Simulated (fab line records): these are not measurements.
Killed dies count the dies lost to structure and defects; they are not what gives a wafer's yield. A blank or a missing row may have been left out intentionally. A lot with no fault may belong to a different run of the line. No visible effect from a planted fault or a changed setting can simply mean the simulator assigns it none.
What tool caused it? + flow sky130 + 11 lots, 33 wafers sampled, at 4 steps of a route of 708

== WHAT EACH GAUGE READ, for each wafer ==
SKY_LDD_HVN_TW_MEAS_10. Usual: LDD_HVN_TW 1436, standard deviation 7.
| lot  | measured     | on            | LDD_HVN_TW     | flag |
|------|--------------|---------------|----------------|------|
| L230 | day 20 00:41 | film metro-03 | 1435 1430 1436 |      |
| L233 | day 21 13:01 | film metro-02 | 1436 1445 1439 |      |
| L236 | day 22 09:29 | film metro-03 | 1431 1435 1421 |      |
| L238 | day 23 14:30 | film metro-01 | 1401 1402 1399 | OFF  |
| L239 | day 23 14:39 | film metro-02 | 1403 1401 1407 | OFF  |
| L246 | day 26 03:47 | film metro-01 | 1435 1436 1439 |      |
| L247 | day 26 17:35 | film metro-02 | 1453 1442 1450 |      |
| L249 | day 27 00:32 | film metro-03 | 1433 1433 1438 |      |
| L251 | day 27 15:51 | film metro-01 | 1435 1438 1432 |      |
| L252 | day 28 00:35 | film metro-01 | 1423 1430 1434 |      |
| L253 | day 28 06:59 | film metro-02 | 1440 1444 1444 |      |

== EACH LOT AND THE TOOL THAT RAN IT (in order: tool; ch and the chambers of the sampled wafers; start) ==
| lot  | SKY_RES_PROTECT_STRIP_07             | SKY_POLY_GATE_ETCH_15              | SKY_LDD_HVN_IMPLANT_08          |
|------|--------------------------------------|------------------------------------|---------------------------------|
| L230 | plasma asher-01 ch 0,1, day 14 21:55 | rie diel-03 ch 0,2,3, day 16 03:16 | implanter-03 ch 0, day 20 00:27 |
| L233 | plasma asher-03 ch 0,1, day 16 07:11 | rie diel-03 ch 1,2,3, day 17 13:30 | implanter-01 ch 0, day 21 12:48 |
| L236 | plasma asher-01 ch 0,1, day 17 01:53 | rie diel-02 ch 1,2,3, day 18 11:51 | implanter-03 ch 0, day 22 09:14 |
| L238 | plasma asher-04 ch 0,1, day 18 05:08 | rie diel-04 ch 0,1,2, day 19 15:47 | implanter-03 ch 0, day 23 14:15 |
| L239 | plasma asher-03 ch 0,1, day 18 05:32 | rie diel-02 ch 0,2,3, day 19 16:00 | implanter-03 ch 0, day 23 14:24 |
| L246 | plasma asher-01 ch 0,1, day 21 00:40 | rie diel-03 ch 1,2,3, day 22 07:45 | implanter-01 ch 0, day 26 03:33 |
| L247 | plasma asher-01 ch 0,1, day 21 13:02 | rie diel-02 ch 1,2,3, day 22 22:06 | implanter-04 ch 0, day 26 17:20 |
| L249 | plasma asher-03 ch 0,1, day 21 19:56 | rie diel-04 ch 1,2,3, day 23 04:14 | implanter-01 ch 0, day 27 00:17 |
| L251 | plasma asher-01 ch 0,1, day 22 14:55 | rie diel-03 ch 1,2,3, day 23 22:07 | implanter-01 ch 0, day 27 15:38 |
| L252 | plasma asher-03 ch 0,1, day 22 23:23 | rie diel-02 ch 0,3, day 24 07:31   | implanter-01 ch 0, day 28 00:21 |
| L253 | plasma asher-03 ch 0,1, day 23 06:20 | rie diel-04 ch 0,2, day 24 13:40   | implanter-03 ch 0, day 28 06:45 |
- SKY_RES_PROTECT_STRIP_07: strips in O2/N2.
- SKY_POLY_GATE_ETCH_15: etches BARC in N2/H2, stops on SiO2, time 118.5 s, target depth 110 nm.
- SKY_LDD_HVN_IMPLANT_08

== WHAT THE TOOLS THEMSELVES READ (means of the sampled wafers that have a number; where no wafer has one, the mark that the record gives instead) ==
SKY_RES_PROTECT_STRIP_07. Usual: drypump motor current A 5.6 A, standard deviation 0.34; oes product au 0.519 a.u., standard deviation 0.0047; strip time to endpoint s 23.19 s, standard deviation 0.043.
| lot  | tool            | drypump motor current A (A) | oes product au (a.u.) | strip time to endpoint s (s) | flag |
|------|-----------------|-----------------------------|-----------------------|------------------------------|------|
| L230 | plasma asher-01 | 5.4                         | 0.516                 | 23.19                        |      |
| L233 | plasma asher-03 | 5.6                         | 0.521                 | 23.21                        |      |
| L236 | plasma asher-01 | 5.4                         | 0.515                 | 23.21                        |      |
| L238 | plasma asher-04 | 5.8                         | 0.522                 | 23.22                        |      |
| L239 | plasma asher-03 | 5.4                         | 0.518                 | 23.17                        |      |
| L246 | plasma asher-01 | 5.4                         | 0.519                 | 23.22                        |      |
| L247 | plasma asher-01 | 5.4                         | 0.522                 | 23.26                        |      |
| L249 | plasma asher-03 | 5.6                         | 0.523                 | 23.14                        |      |
| L251 | plasma asher-01 | 5.5                         | 0.520                 | 23.22                        |      |
| L252 | plasma asher-03 | 5.4                         | 0.512                 | 23.14                        |      |
| L253 | plasma asher-03 | 5.4                         | 0.519                 | 23.22                        |      |

SKY_POLY_GATE_ETCH_15. Usual: drypump motor current A 5.9 A, standard deviation 0.37; oes product au 0.715 a.u., standard deviation 0.0048; throttle valve pct 13.212 %, standard deviation 0.011.
| lot  | tool        | drypump motor current A (A) | oes product au (a.u.) | throttle valve pct (%) | flag |
|------|-------------|-----------------------------|-----------------------|------------------------|------|
| L230 | rie diel-03 | 6.0                         | 0.717                 | 13.222                 |      |
| L233 | rie diel-03 | 5.9                         | 0.718                 | 13.214                 |      |
| L236 | rie diel-02 | 5.6                         | 0.716                 | 13.205                 |      |
| L238 | rie diel-04 | 6.2                         | 0.719                 | 13.210                 |      |
| L239 | rie diel-02 | 5.6                         | 0.715                 | 13.216                 |      |
| L246 | rie diel-03 | 5.9                         | 0.720                 | 13.211                 |      |
| L247 | rie diel-02 | 5.6                         | 0.717                 | 13.224                 |      |
| L249 | rie diel-04 | 6.3                         | 0.707                 | 13.213                 |      |
| L251 | rie diel-03 | 5.9                         | 0.718                 | 13.221                 |      |
| L252 | rie diel-02 | 5.4                         | 0.713                 | 13.214                 |      |
| L253 | rie diel-04 | 6.1                         | 0.712                 | 13.209                 |      |

SKY_LDD_HVN_IMPLANT_08. Usual: beam energy keV 60.001, standard deviation 0.021; dose ions cm2 3e+13, standard deviation 2.9e+10; faraday current uA 169, standard deviation 3.6.
| lot  | tool         | beam energy keV | dose ions cm2 | faraday current uA | flag |
|------|--------------|-----------------|---------------|--------------------|------|
| L230 | implanter-03 | 60.018          | 3e+13         | 171                |      |
| L233 | implanter-01 | 60.001          | 3e+13         | 169                |      |
| L236 | implanter-03 | 60.009          | 3e+13         | 171                |      |
| L238 | implanter-03 | 59.993          | 3e+13         | 149                | OFF  |
| L239 | implanter-03 | 60.038          | 3e+13         | 158                | OFF  |
| L246 | implanter-01 | 59.993          | 3e+13         | 168                |      |
| L247 | implanter-04 | 59.969          | 3e+13         | 169                |      |
| L249 | implanter-01 | 59.995          | 3e+13         | 171                |      |
| L251 | implanter-01 | 60.031          | 3e+13         | 168                |      |
| L252 | implanter-01 | 60.001          | 3e+13         | 170                |      |
| L253 | implanter-03 | 60.008          | 3e+13         | 171                |      |

== THE ANSWER, worked out from the rows above alone ==
Rule: lot off if the mean of its wafers having a number is beyond 3 standard deviations from the usual mean. A lot without any number at a reading at which 4 lots or more have one is off too. All remaining lots with rows at the step are treated as sound. The gauges are gone through in route order, then the tools' own readings, and for those a lot's mean is taken as printed above. The first step at which some lot is off is used, and at that step the reading that is off furthest; a lot without a number counts as furthest.
Off: at SKY_LDD_HVN_TW_MEAS_10 (LDD_HVN_TW), L238, L239.
A tool fits if, at a process step before that reading, it ran every lot that is off, and no sound lot after the first of them. The gauges at SKY_LDD_HVN_TW_MEAS_10 aren't tried: what is off there is off at SKY_LDD_HVN_IMPLANT_08 too, on other tools, and a gauge's error can't cause that. No candidate that was tried fits.

== WHAT WAS PUT IN BY THE SIMULATOR ==
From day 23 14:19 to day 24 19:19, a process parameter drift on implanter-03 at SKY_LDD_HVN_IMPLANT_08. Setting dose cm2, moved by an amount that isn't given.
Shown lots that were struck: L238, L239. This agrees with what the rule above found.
